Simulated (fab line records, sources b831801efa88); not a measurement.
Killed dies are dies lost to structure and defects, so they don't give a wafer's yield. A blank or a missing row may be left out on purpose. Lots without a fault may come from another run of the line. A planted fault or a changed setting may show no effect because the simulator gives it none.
fab line records | flow sfq_line
record lots=14 wafers=40 last_day=92
route steps=325 shown M4@160
lots that met no fault: from a run of the same line without faults
start_h: hours from the record's first day to the start of the lot's first wafer shown | wait_h: hours since the lot's step before | " the same as in the row above | L1.1+2: a row that stands for several wafers | - no value, or no start given | * or withheld: withheld | < > ~ a bound
route shown NAME@n: a module of which the file shows steps, and the number in the route of the first | usual: mean/standard deviation of fault-free wafers | same: alike in all rows | chamber/n: place in a boat | sites: the reading at each site | _std_site: their standard deviation | _edge_site: outer sites' mean less inner sites' | radius_mm: how far each site lies from the wafer's centre | mask NAME#n: copy n | behind: the tool/chamber that last shaped the wafer | hold: why the lot was held/for how many hours/how that ended | device: the transistor (n, p or np) that didn't switch | end of line: the same wafers' tests at the end of the route | a step without rows: its recipe alone | killed: dies lost to structure and defects at the first sort, not the wafer's yield | map: a wafer's dies, x killed, . not, _ none there
set.NAME: the setting as run; set.NAME@STEP: as run at that earlier step | model.NAME: the simulator's own value behind a step, which no gauge read
steps of the route over a sample of lots; a table a step, a row a wafer
services: from which hour (start_h, from the record's first day; less than 0 if before it) a tool's chamber was out of use, for how many hours, and why
## steps
# step SFQ_TRILAYER_M4_ETCH_METAL_ETCH_096
# recipe target=Nb stop_on=SiO2 mask_material=PR chemistry=Cl2/Ar target_depth_nm=240 icp_w=600 bias_w=80 pressure_mtorr=10 time_s=120
# usual drypump_motor_current_A=5.86/0.24 oes_product_au=0.892/0.0064 rf_fwd_power_W=597.3/1.8 run_length_s=148.6/0.72
# columns lot.wafer tool chamber start_h wait_h drypump_motor_current_A oes_product_au rf_fwd_power_W rf_hours_counter_h run_length_s
L766.2 rie_metal-02 0 1052.47 0.0 5.47 0.887 596.7 61 148.0
L766.5 " 1 " " 6.30 0.894 600.0 - 148.6
L766.6 " 0 " " 5.49 0.900 596.2 - 148.1
L767.2 rie_metal-03 1 1053.74 0.1 5.78 0.897 597.5 - 148.4
L767.5 " 1 " " 5.77 0.897 597.6 - 148.3
L767.6 " 1 " " 5.76 0.897 596.3 - 148.3
L769.3 rie_metal-02 0 1056.12 0.1 5.48 0.882 596.1 - 148.3
L769.4 " 1 " " 6.32 0.893 596.4 - 148.4
L769.6 " 0 " " 5.48 0.891 597.0 - 148.3
L771.4 rie_metal-04 1 1071.80 0.1 6.18 0.877 596.0 - 148.6
L771.5 " 0 " " 5.79 0.878 594.8 - 147.7
L771.6 " 1 " " 6.16 0.884 599.5 - 148.9
L772.1 rie_metal-04 1 1079.49 0.0 6.11 0.890 597.5 99 149.2
L772.2 " 0 " " 5.76 0.891 597.5 133 147.8
L772.4 " 0 " " 5.75 0.898 599.1 - 148.0
L777.3 rie_metal-03 0 1114.89 0.1 5.90 0.890 596.7 - 149.0
L777.4 " 1 " " 5.73 0.875 599.7 - 152.2
L779.3 rie_metal-03 0 1135.12 0.1 5.91 0.889 600.1 - 149.3
L779.4 " 1 " " 5.77 0.878 595.7 - 152.7
L782.2 rie_metal-02 0 1287.82 0.0 5.47 0.902 596.4 95 148.2
L782.3 " 0 " " 5.47 0.892 598.2 - 147.9
L782.6 " 1 " " 6.30 0.895 597.7 - 148.5
L783.1 rie_metal-02 1 1292.62 0.0 6.29 0.893 597.0 11 148.3
L783.4 " 0 " " 5.45 0.879 596.6 - 148.1
L783.5 " 0 " " 5.46 0.882 597.3 - 147.9
L785.2 rie_metal-04 0 1302.13 0.0 5.80 0.891 598.4 14 148.0
L785.5 " 0 " " 5.79 0.886 598.9 - 147.6
L785.6 " 1 " " 6.17 0.894 596.5 - 149.1
L786.1 rie_metal-04 0 1331.33 0.0 5.78 0.903 599.2 20 147.5
L786.3 " 1 " " 6.18 0.894 598.8 - 148.7
L786.5 " 1 " " 6.13 0.898 598.2 - 148.7
L787.2 rie_metal-03 0 1345.85 0.0 5.91 0.896 595.5 36 149.0
L787.4 " 0 " " 5.90 0.904 597.6 - 148.9
L787.6 " 1 " " 5.74 0.906 597.1 - 148.3
L788.3 rie_metal-03 0 1351.90 0.1 5.88 0.895 599.3 - 149.3
L788.4 " 1 " " 5.77 0.896 594.8 - 148.5
L788.5 " 0 " " 5.90 0.882 599.4 - 148.8
L789.2 rie_metal-03 0 1359.05 0.0 5.90 0.889 598.0 37 149.6
L789.3 " 0 " " 5.93 0.889 597.2 - 149.3
L789.5 " 0 " " 5.91 0.889 595.8 - 148.9
## services
# columns tool chamber start_h hours kind
rie_metal-04 - 1038.78 0.9 repair
rie_metal-03 - 1045.41 0.5 repair
rie_metal-02 - 1053.20 2.8 pm
rie_metal-03 0 1082.17 - clean
rie_metal-03 0 1082.17 - consumable_replace:focus_ring
rie_metal-03 0 1082.17 18.1 scheduled_down
rie_metal-03 0 1082.17 18.1 vent_cycle
rie_metal-03 - 1127.90 1.1 repair
rie_metal-04 0 1170.05 - clean
rie_metal-04 0 1170.05 - consumable_replace:focus_ring
rie_metal-04 0 1170.05 23.8 scheduled_down
rie_metal-04 0 1170.05 23.8 vent_cycle
rie_metal-04 - 1183.46 2.8 pm
rie_metal-02 1 1200.73 - clean
rie_metal-02 1 1200.73 - consumable_replace:focus_ring
rie_metal-02 1 1216.63 4.5 repair
rie_metal-04 - 1271.19 2.3 repair
rie_metal-02 0 1274.11 13.3 repair
rie_metal-04 - 1306.57 0.8 repair
rie_metal-03 1 1329.17 - clean
rie_metal-03 1 1329.17 - consumable_replace:focus_ring
rie_metal-03 1 1329.17 12.5 scheduled_down
rie_metal-03 1 1329.17 12.5 vent_cycle
rie_metal-03 - 1332.52 0.1 repair
## key
first_sign step=SFQ_TRILAYER_M4_ETCH_METAL_ETCH_096 reading=run_length_s direction=up sigmas=5.4 usual=* struck=*
effect none on later readings
met_at SFQ_TRILAYER_M4_ETCH_METAL_ETCH_096
struck_lots L777,L779
struck_wafers L777.4,L779.4
onset_between 1053.74 1114.89
fault kind=process_parameter_drift tool=rie_metal-03 chamber=- onset_h=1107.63 steps=SFQ_TRILAYER_M4_ETCH_METAL_ETCH_096 channel=time_s offset=* shape=step end_h=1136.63 scope=struck_wafers_only acts_in=* stated=*
